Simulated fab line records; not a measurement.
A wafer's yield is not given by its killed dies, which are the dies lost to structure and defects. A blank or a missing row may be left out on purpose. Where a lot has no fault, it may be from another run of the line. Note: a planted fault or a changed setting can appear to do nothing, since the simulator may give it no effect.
Matching of chambers / flow gf180mcu / 4 sister chambers for GF_V5_CMP_04 on cmp-01
The step polishes SiO2. 8 wafers are shown with their chamber, then 12 later ones without.

== WAFERS PAIRED WITH THEIR CHAMBERS ==
wafer=L075.4; chamber=1; motorCurrentA (A)=11.9; slurryFilterDpKPa (kPa)=13.31
wafer=L087.3; chamber=1; motorCurrentA (A)=11.4; slurryFilterDpKPa (kPa)=13.54
wafer=L088.5; chamber=2; motorCurrentA (A)=11.0; slurryFilterDpKPa (kPa)=13.51
wafer=L089.3; chamber=3; motorCurrentA (A)=12.0; slurryFilterDpKPa (kPa)=13.30
wafer=L089.6; chamber=0; motorCurrentA (A)=13.3; slurryFilterDpKPa (kPa)=13.35
wafer=L092.3; chamber=0; motorCurrentA (A)=13.7; slurryFilterDpKPa (kPa)=13.55
wafer=L092.4; chamber=3; motorCurrentA (A)=11.9; slurryFilterDpKPa (kPa)=13.41
wafer=L092.5; chamber=2; motorCurrentA (A)=11.4; slurryFilterDpKPa (kPa)=13.36

== WAFERS WITH NO CHAMBER GIVEN ==
wafer=L093.2; motorCurrentA (A)=13.4; slurryFilterDpKPa (kPa)=13.68
wafer=L093.5; motorCurrentA (A)=11.6; slurryFilterDpKPa (kPa)=13.43
wafer=L093.6; motorCurrentA (A)=11.1; slurryFilterDpKPa (kPa)=13.72
wafer=L094.1; motorCurrentA (A)=14.0; slurryFilterDpKPa (kPa)=13.44
wafer=L094.3; motorCurrentA (A)=12.0; slurryFilterDpKPa (kPa)=13.32
wafer=L094.4; motorCurrentA (A)=11.9; slurryFilterDpKPa (kPa)=13.45
wafer=L095.1; motorCurrentA (A)=12.2; slurryFilterDpKPa (kPa)=13.60
wafer=L095.3; motorCurrentA (A)=10.8; slurryFilterDpKPa (kPa)=13.29
wafer=L095.4; motorCurrentA (A)=13.8; slurryFilterDpKPa (kPa)=13.69
wafer=L097.1; motorCurrentA (A)=11.2; slurryFilterDpKPa (kPa)=13.52
wafer=L097.2; motorCurrentA (A)=11.9; slurryFilterDpKPa (kPa)=13.37
wafer=L097.6; motorCurrentA (A)=12.0; slurryFilterDpKPa (kPa)=13.54

== EACH ONE'S CHAMBER ==
wafer=L093.2; from the rows above=0; in truth=0
wafer=L093.5; from the rows above=can't be placed: 1 or 3 or 2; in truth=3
wafer=L093.6; from the rows above=can't be placed: 2 or 1 or 3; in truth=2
wafer=L094.1; from the rows above=0; in truth=0
wafer=L094.3; from the rows above=can't be placed: 3 or 1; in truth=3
wafer=L094.4; from the rows above=can't be placed: 3 or 1 or 2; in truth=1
wafer=L095.1; from the rows above=can't be placed: 3 or 1 or 2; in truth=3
wafer=L095.3; from the rows above=can't be placed: 2 or 1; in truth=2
wafer=L095.4; from the rows above=0; in truth=0
wafer=L097.1; from the rows above=can't be placed: 2 or 1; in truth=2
wafer=L097.2; from the rows above=can't be placed: 3 or 1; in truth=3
wafer=L097.6; from the rows above=can't be placed: 3 or 1 or 2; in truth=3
3 of 12 placed correctly. From these rows, 9 cannot be placed; in 9 the true chamber is one of the candidates. Wrongly placed: 0.
How it was worked out, from the rows above alone: a wafer's distance from a chamber is the root of the sum, over the readings, of the square of ((its reading less the chamber's mean) divided by the reading's scatter). The wafer belongs to the nearest chamber; if the next one is less than 2 further off, it can't be placed. The mean given for a chamber averages the wafers shown for that chamber. How the scatter is found: for the shown wafers, subtract from each reading the mean of its chamber, square and add these, divide the total by (wafers less chambers), then take the root.
